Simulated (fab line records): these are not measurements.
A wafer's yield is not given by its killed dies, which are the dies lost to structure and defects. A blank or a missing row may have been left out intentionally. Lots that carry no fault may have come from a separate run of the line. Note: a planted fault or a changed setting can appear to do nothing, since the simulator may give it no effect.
fab line records | flow sky130
[record] lots = 6 wafers = 18 last-day = 50
route steps=708 shown DNWELL@41 PWDE@45 PAD_OPEN@708
lots that met no fault: from a run of the same line without faults
start-h: hours from the record's first day to the start of the lot's first wafer shown | wait-h: hours from the lot's prior step to this one | " repeats the value in the row above | L1.1+2: a row that stands for several wafers | - no value, or no start given | * or withheld: withheld | < > ~ a bound
route shown NAME@n: names a module that has steps shown in the file, with the first one's number in the route | usual: mean/standard deviation of fault-free wafers | same: alike in all rows | chamber/n: place in a boat | sites: readings site by site | _std_site: standard deviation across them | _edge_site: inner sites' mean taken away from outer sites' mean | radius-mm: for every site, how far away it sits from the centre of the wafer | mask NAME#n: copy n | behind: tool/chamber where the wafer was last shaped | hold: reason for holding the lot/hours on hold/outcome of the hold | device: which transistor (n, p or np) failed to switch | end of line: tests run on the same wafers once the route is complete | step lacking rows: just its recipe | killed: at the first sort, the dies lost to defects and structure; wafer yield is something else | map: a wafer's dies, marking killed ones x, the rest . and places with no die _
set.NAME: the setting the step ran with; set.NAME@STEP: the setting that earlier step ran with | model.NAME: the simulator's own value behind a step, which no gauge read
lots seen at some steps along the route; tables by step, rows by wafer
services: when a tool's chamber went out of use (start-h, in hours from the record's first day, below 0 if earlier), for how many hours, and the reason
[[steps]]
[step SKY_DNWELL_DEVELOP_06]
[recipe] wall-angle-deg = 90 developer = TMAH develop-time-s = 60 dev-temp-c = 23
[step SKY_DNWELL_IMPLANT_07]
[recipe] species = P energy-kev = withheld dose-cm2 = withheld tilt-deg = withheld
[step SKY_DNWELL_STRIP_08]
[recipe] chemistry = O2/N2 power-w = 1400 pressure-mtorr = 1500 platen-temp-c = withheld o2-flow-sccm = 3000 n2-flow-sccm = 300 overash-fraction = 0.5
[usual] drypump-motor-current-A = 5.31/0.19 oes-product-au = 0.723/0.0044 strip-time-to-endpoint-s = 36.94/0.11
// columns lot.wafer tool chamber start-h wait-h drypump-motor-current-A oes-product-au rf-hours-counter-h strip-time-to-endpoint-s
L534.2 plasma-asher-02 1 65.48 0.1 5.36 0.726 39 36.74
L534.5 " 0 " " 5.30 0.724 - 36.86
L534.6 " 1 " " 5.36 0.723 - 36.81
L537.1 plasma-asher-03 1 81.13 0.1 5.56 0.718 40 37.05
L537.2 " 0 " " 5.36 0.722 40 37.06
L537.6 " 0 " " 5.36 0.719 - 36.93
L541.1 plasma-asher-03 1 99.06 0.1 5.56 0.718 42 36.93
L541.2 " 0 " " 5.35 0.721 42 36.94
L541.5 " 0 " " 5.36 0.729 - 36.92
L549.2 plasma-asher-04 0 148.73 0.1 5.46 0.721 34 37.08
L549.5 " 1 " " 4.94 0.725 - 37.12
L549.6 " 0 " " 5.46 0.722 - 37.14
L550.3 plasma-asher-03 0 153.77 0.1 5.34 0.720 - 36.88
L550.4 " 1 " " 5.57 0.718 - 36.95
L550.5 " 0 " " 5.35 0.718 - 36.83
L554.1 plasma-asher-04 1 175.64 0.1 4.96 0.717 36 36.97
L554.3 " 0 " " 5.46 0.716 - 36.99
L554.4 " 1 " " 4.95 0.713 - 36.89
[step SKY_DNWELL_TW_MEAS_09]
[usual] DNWELL_TW = 1106/6.2
// columns lot.wafer tool chamber start-h wait-h DNWELL_TW
L534.2 film-metro-02 - 65.59 0.1 1104
L534.5 " - " " 1100
L534.6 " - " " 1104
L537.1 film-metro-02 - 81.23 0.1 1109
L537.2 " - " " 1109
L537.6 " - " " 1114
L541.1 film-metro-01 - 99.16 0.1 1112
L541.2 " - " " 1114
L541.5 " - " " 1108
L549.2 film-metro-04 - 148.84 0.1 1098
L549.5 " - " " 1099
L549.6 " - " " 1096
L550.3 film-metro-01 - 153.86 0.1 1109
L550.4 " - " " 1103
L550.5 " - " " 1104
L554.1 film-metro-04 - 175.74 0.1 1110
L554.3 " - " " 1107
L554.4 " - " " 1106
[step SKY_PWDE_DEHYDRATE_00]
[recipe] temp-c = 200 time-s = 60
[step SKY_PWDE_HMDS_01]
[recipe] prime-time-s = 60 prime-temp-c = 120
[step SKY_PWDE_COAT_02]
[recipe] spin-rpm = 2000 resist-thk-nm = 3000
[step SKY_PWDE_SOFTBAKE_03]
[recipe] temp-c = 110 time-s = withheld
[step SKY_PWDE_EXPOSE_04]
[recipe] mask-id = PWDEM na = 0.6 source-shape = conventional sigma-outer = 0.6 polarization = unpolarized target-cd-nm = 840 dose-mj = 214
[step SKY_PWDE_PEB_05]
[recipe] temp-c = 115 time-s = withheld
[step SKY_PWDE_DEVELOP_06]
[recipe] wall-angle-deg = 90 developer = TMAH develop-time-s = 60 dev-temp-c = 23
[step SKY_PWDE_OVL_MEAS_07]
[usual] PWDE_OVL = -1.1/1
// columns lot.wafer tool chamber start-h wait-h PWDE_OVL[nm]
L534.2 overlay-02 - 82.10 - 0.6
L534.5 " - " " -0.8
L534.6 " - " " -0.2
L537.1 overlay-01 - 98.63 - -1.3
L537.2 " - " " 0.2
L537.6 " - " " -0.8
L541.1 overlay-02 - 117.13 - -2.7
L541.2 " - " " -1.6
L541.5 " - " " -1.2
L549.2 overlay-01 - 168.30 - -0.1
L549.5 " - " " 1.3
L549.6 " - " " 0.0
L550.3 overlay-02 - 173.79 - -1.3
L550.4 " - " " -0.6
L550.5 " - " " -1.6
L554.1 overlay-02 - 196.08 - -2.8
L554.3 " - " " -2.5
L554.4 " - " " -2.7
[step SKY_PWDE_IMPLANT_08]
[recipe] species = B energy-kev = 150 dose-cm2 = 3.6e+12 tilt-deg = withheld
[usual] beam-energy-keV = 150.01/0.049
// columns lot.wafer tool chamber start-h wait-h beam-energy-keV model.implant.rp-nm model.implant.drp-nm
L534.2 implanter-03 0 82.15 0.0 150.04 433.9 97.97
L534.5 " 0 " " 150.03 433.9 97.97
L534.6 " 0 " " 150.02 433.9 97.97
L537.1 implanter-01 0 98.67 0.0 149.90 430 97.97
L537.2 " 0 " " 150.00 430 97.97
L537.6 " 0 " " 150.00 430 97.97
L541.1 implanter-01 0 117.17 0.0 150.09 428.1 97.97
L541.2 " 0 " " 150.00 428.1 97.97
L541.5 " 0 " " 150.02 428.1 97.97
L549.2 implanter-01 0 168.35 0.0 157.12 449.4 99.88
L549.5 " 0 " " 157.05 449.4 99.88
L549.6 " 0 " " 157.06 449.4 99.88
L550.3 implanter-01 0 173.87 0.1 157.12 459.3 99.88
L550.4 " 0 " " 157.06 459.3 99.88
L550.5 " 0 " " 157.04 459.3 99.88
L554.1 implanter-03 0 196.12 0.0 149.93 437.8 97.97
L554.3 " 0 " " 150.00 437.8 97.97
L554.4 " 0 " " 149.97 437.8 97.97
[step SKY_PWDE_STRIP_09]
[recipe] chemistry = O2/N2 power-w = 1400 pressure-mtorr = 1500 platen-temp-c = withheld o2-flow-sccm = 3000 n2-flow-sccm = 300 overash-fraction = 0.5
[usual] drypump-motor-current-A = 5.5/0.36 oes-product-au = 0.722/0.0044 strip-time-to-endpoint-s = 36.88/0.086
// columns lot.wafer tool chamber start-h wait-h drypump-motor-current-A oes-product-au rf-hours-counter-h strip-time-to-endpoint-s
L534.2 plasma-asher-04 0 82.28 0.1 5.5 0.719 26 36.95
L534.5 " 0 " " 5.4 0.727 - 36.90
L534.6 " 1 " " 4.9 0.717 - 36.78
L537.1 plasma-asher-02 1 98.82 0.1 5.4 0.714 42 36.97
L537.2 " 0 " " 5.3 0.721 42 36.96
L537.6 " 0 " " 5.3 0.723 - 36.85
L541.1 plasma-asher-04 1 117.32 0.1 5.0 0.721 31 36.98
L541.2 " 0 " " 5.5 0.730 31 36.84
L541.5 " 0 " " 5.4 0.722 - 36.91
L549.2 plasma-asher-01 1 168.48 0.1 5.8 0.725 5 36.77
L549.5 " 1 " " 5.8 0.725 - 36.76
L549.6 " 0 " " 6.1 0.725 - 36.69
L550.3 plasma-asher-01 0 174.00 0.1 6.1 0.715 - 36.82
L550.4 " 1 " " 5.9 0.732 - 36.84
L550.5 " 1 " " 5.9 0.723 - 36.97
L554.1 plasma-asher-02 0 196.27 0.1 5.3 0.722 51 36.86
L554.3 " 0 " " 5.3 0.722 - 36.79
L554.4 " 1 " " 5.4 0.708 - 36.87
[step SKY_PAD_OPEN_PROBE_99]
[usual] killed_at_M0_to_M3 = 43/7.2 killed_at_M4_up = 3.0/1.7 killed-at-contacts = 24/5.3 killed-at-front-end = 15/4.6 killed-at-other = 0.3/0.5 killed-dies = 85/10 killed-open = 46/7.2 killed-short = 39/6.4
[same] gross-dies = 492 killed-at-back-side = 0
// columns lot.wafer tool chamber start-h wait-h killed_at_M0_to_M3 killed_at_M4_up killed-at-contacts killed-at-front-end killed-at-other killed-dies killed-open killed-short model.etest.res_p_drift_20v.line-ohm-um model.etest.res_p_drift_20v.rs-ohm-sq
L534.2 prober-02 - 1094.66 0.1 38 1 32 21 0 92 45 47 1.12e+04 9326
L534.5 prober-02 - 1094.81 0.2 41 1 25 12 0 79 40 39 1.193e+04 9902
L534.6 prober-02 - 1094.86 0.2 49 1 29 16 0 95 60 35 1.186e+04 9837
L537.1 prober-01 - 1106.09 0.1 47 0 23 18 0 88 47 41 1.213e+04 1.018e+04
L537.2 prober-01 - 1106.14 0.1 50 2 27 17 1 97 51 46 1.137e+04 9668
L537.6 prober-01 - 1106.34 0.2 32 5 30 18 0 85 49 36 1.19e+04 1.009e+04
L541.1 prober-01 - 1127.96 0.1 45 1 27 15 1 89 50 39 1.239e+04 1.025e+04
L541.2 prober-01 - 1128.01 0.1 44 6 31 15 0 96 59 37 1.3e+04 1.084e+04
L541.5 prober-01 - 1128.16 0.2 39 2 23 16 0 80 49 31 1.236e+04 1.021e+04
L549.2 prober-01 - 1176.56 0.1 45 1 28 12 1 87 46 41 1.076e+04 8997
L549.5 prober-01 - 1176.71 0.2 51 4 27 11 0 93 53 40 1.095e+04 9247
L549.6 prober-01 - 1176.76 0.2 31 4 35 10 0 80 47 33 1.041e+04 8823
L550.3 prober-02 - 1179.33 0.2 48 3 26 13 0 90 43 47 1.037e+04 8644
L550.4 prober-02 - 1179.38 0.2 53 5 32 12 0 102 55 47 1.028e+04 8712
L550.5 prober-02 - 1179.43 0.2 40 6 28 10 0 84 46 38 1.047e+04 8739
L554.1 prober-02 - 1193.45 0.1 38 2 23 9 0 72 33 39 1.167e+04 9721
L554.3 prober-02 - 1193.55 0.2 32 3 29 10 0 74 37 37 1.15e+04 9487
L554.4 prober-02 - 1193.60 0.2 49 1 13 6 0 69 37 32 1.116e+04 9353
// killed by level:class
L534.2 CONTACT:geometric-particle:open=12 VIA1:geometric-particle:open=12 CONTACT:geometric-particle:short=8 METAL1:geometric-particle:short=8 FIELD_ISO:geometric-particle:open=6 FIELD_ISO:geometric-particle:short=6 LI_CONTACT:geometric-particle:open=6 METAL2:geometric-particle:short=5
L534.5 CONTACT:geometric-particle:open=12 METAL2:geometric-particle:short=9 LOCAL_INTERCONNECT:geometric-particle:short=5 METAL1:geometric-particle:short=5 VIA3:geometric-particle:open=5 CONTACT:geometric-particle:short=4 VIA1:geometric-particle:short=4 VIA2:geometric-particle:open=4
L534.6 CONTACT:geometric-particle:open=14 VIA1:geometric-particle:open=12 VIA3:geometric-particle:open=9 LI_CONTACT:geometric-particle:open=7 VIA2:geometric-particle:open=6 METAL1:geometric-particle:short=5 VIA1:geometric-particle:short=5 FIELD_ISO:geometric-particle:open=4
L537.1 VIA1:geometric-particle:open=15 FIELD_ISO:geometric-particle:short=6 LI_CONTACT:geometric-particle:open=6 VIA2:geometric-particle:open=6 CONTACT:geometric-particle:open=6 METAL1:geometric-particle:short=5 VIA3:geometric-particle:short=5 FIELD_ISO:geometric-particle:open=4
L537.2 CONTACT:geometric-particle:open=12 VIA1:geometric-particle:open=9 LI_CONTACT:geometric-particle:open=8 METAL2:geometric-particle:short=7 VIA3:geometric-particle:open=7 POLY_GATE:geometric-particle:short=6 METAL1:geometric-particle:short=6 FIELD_ISO:geometric-particle:short=5
L537.6 VIA1:geometric-particle:open=12 LI_CONTACT:geometric-particle:open=9 CONTACT:geometric-particle:open=7 LOCAL_INTERCONNECT:geometric-particle:short=7 FIELD_ISO:geometric-particle:short=6 METAL4:geometric-particle:short=5 FIELD_ISO:geometric-particle:open=4 POLY_GATE:geometric-particle:open=4
L541.1 CONTACT:geometric-particle:open=9 VIA1:geometric-particle:open=9 VIA2:geometric-particle:open=9 LI_CONTACT:geometric-particle:open=8 METAL2:geometric-particle:short=7 CONTACT:geometric-particle:short=5 VIA1:geometric-particle:short=5 POLY_GATE:geometric-particle:short=4
L541.2 VIA1:geometric-particle:open=12 LI_CONTACT:geometric-particle:open=12 CONTACT:geometric-particle:open=10 METAL1:geometric-particle:short=7 VIA2:geometric-particle:open=7 METAL4:geometric-particle:short=5 FIELD_ISO:geometric-particle:open=4 POLY_GATE:geometric-particle:open=4
L541.5 CONTACT:geometric-particle:open=10 VIA1:geometric-particle:open=9 VIA1:geometric-particle:short=8 LI_CONTACT:geometric-particle:open=7 VIA3:geometric-particle:open=5 FIELD_ISO:geometric-particle:open=4 METAL1:geometric-particle:short=4 VIA2:geometric-particle:open=4
L549.2 CONTACT:geometric-particle:open=9 VIA1:geometric-particle:open=8 VIA3:geometric-particle:open=7 LI_CONTACT:geometric-particle:open=5 LOCAL_INTERCONNECT:geometric-particle:short=5 METAL1:geometric-particle:short=5 METAL2:geometric-particle:short=5 CONTACT:geometric-particle:short=4
L549.5 CONTACT:geometric-particle:open=12 VIA1:geometric-particle:open=11 METAL2:geometric-particle:short=10 VIA3:geometric-particle:open=7 VIA2:geometric-particle:open=6 LI_CONTACT:geometric-particle:open=5 LI_CONTACT:geometric-particle:short=4 VIA1:geometric-particle:short=4
L549.6 CONTACT:geometric-particle:open=13 LI_CONTACT:geometric-particle:open=7 VIA2:geometric-particle:open=7 VIA3:geometric-particle:open=7 VIA1:geometric-particle:open=6 CONTACT:geometric-particle:short=6 LOCAL_INTERCONNECT:geometric-particle:short=5 POLY_GATE:geometric-particle:open=4
L550.3 CONTACT:geometric-particle:open=12 VIA1:geometric-particle:open=11 FIELD_ISO:geometric-particle:short=7 CONTACT:geometric-particle:short=7 METAL3:geometric-particle:short=7 VIA2:geometric-particle:open=6 METAL2:geometric-particle:short=6 VIA3:geometric-particle:open=6
L550.4 METAL2:geometric-particle:short=12 LI_CONTACT:geometric-particle:open=11 VIA1:geometric-particle:open=11 VIA2:geometric-particle:open=7 CONTACT:geometric-particle:short=7 CONTACT:geometric-particle:open=7 VIA3:geometric-particle:open=7 VIA1:geometric-particle:short=5
L550.5 VIA1:geometric-particle:open=11 LI_CONTACT:geometric-particle:open=9 LOCAL_INTERCONNECT:geometric-particle:short=8 CONTACT:geometric-particle:open=8 VIA3:geometric-particle:open=7 METAL2:geometric-particle:short=5 METAL1:geometric-particle:short=5 VIA3:geometric-particle:short=4
L554.1 LI_CONTACT:geometric-particle:open=8 VIA2:geometric-particle:open=6 METAL3:geometric-particle:short=6 VIA1:geometric-particle:open=5 LOCAL_INTERCONNECT:geometric-particle:short=5 CONTACT:geometric-particle:open=5 VIA1:geometric-particle:short=5 METAL1:geometric-particle:short=4
L554.3 LI_CONTACT:geometric-particle:open=11 METAL2:geometric-particle:short=10 CONTACT:geometric-particle:open=6 LI_CONTACT:geometric-particle:short=4 VIA1:geometric-particle:open=4 VIA3:geometric-particle:open=4 FIELD_ISO:geometric-particle:short=3 POLY_GATE:geometric-particle:open=3
L554.4 VIA1:geometric-particle:open=15 VIA2:geometric-particle:open=6 METAL2:geometric-particle:short=6 VIA2:geometric-particle:short=5 VIA3:geometric-particle:open=5 CONTACT:geometric-particle:open=4 VIA3:geometric-particle:short=4 LOCAL_INTERCONNECT:geometric-particle:short=3
[[services]]
// columns tool chamber start-h hours kind
plasma-asher-01 - 59.82 1.0 repair
implanter-01 - 87.44 6.7 repair
plasma-asher-03 - 92.37 1.6 repair
plasma-asher-02 - 106.92 14.6 pm
plasma-asher-01 - 108.75 9.0 pm
plasma-asher-01 0 108.75 9.0 vent-cycle
plasma-asher-01 1 108.75 9.0 vent-cycle
plasma-asher-01 0 117.75 - clean
plasma-asher-01 1 117.75 - clean
implanter-01 - 151.36 2.3 repair
plasma-asher-01 - 196.23 1.2 repair
[[key]]
[first-sign] step = SKY_PWDE_IMPLANT_08 reading = beam-energy-keV direction = up sigmas = 99+ usual = * struck = *
effect none on later readings
[model-effect] step = SKY_PWDE_IMPLANT_08 value = implant.rp-nm without = 438.1 struck = 454.4
[model-effect] step = SKY_PAD_OPEN_PROBE_99 value = etest.res_p_drift_20v.line-ohm-um without = 1.149e+04 struck = 1.054e+04
met-at SKY_PWDE_IMPLANT_08
struck-wafers L549.2,L549.5,L549.6,L550.3,L550.4,L550.5
tester-left-out L549,L550
onset-between 117.17 168.35
[fault] kind = process-parameter-drift tool = implanter-01 chamber = - onset-h = 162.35 steps = SKY_PWDE_IMPLANT_08 channel = energy-kev offset = * shape = step end-h = 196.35 acts-in = * stated = *
// tester-left-out: of these lots the tester's yield and bins aren't shown, on N5 and GAA mostly nor the transistor test; their killed dies are dies lost to structure and defects alone, not to doping, threshold or leakage, so they don't give the yield
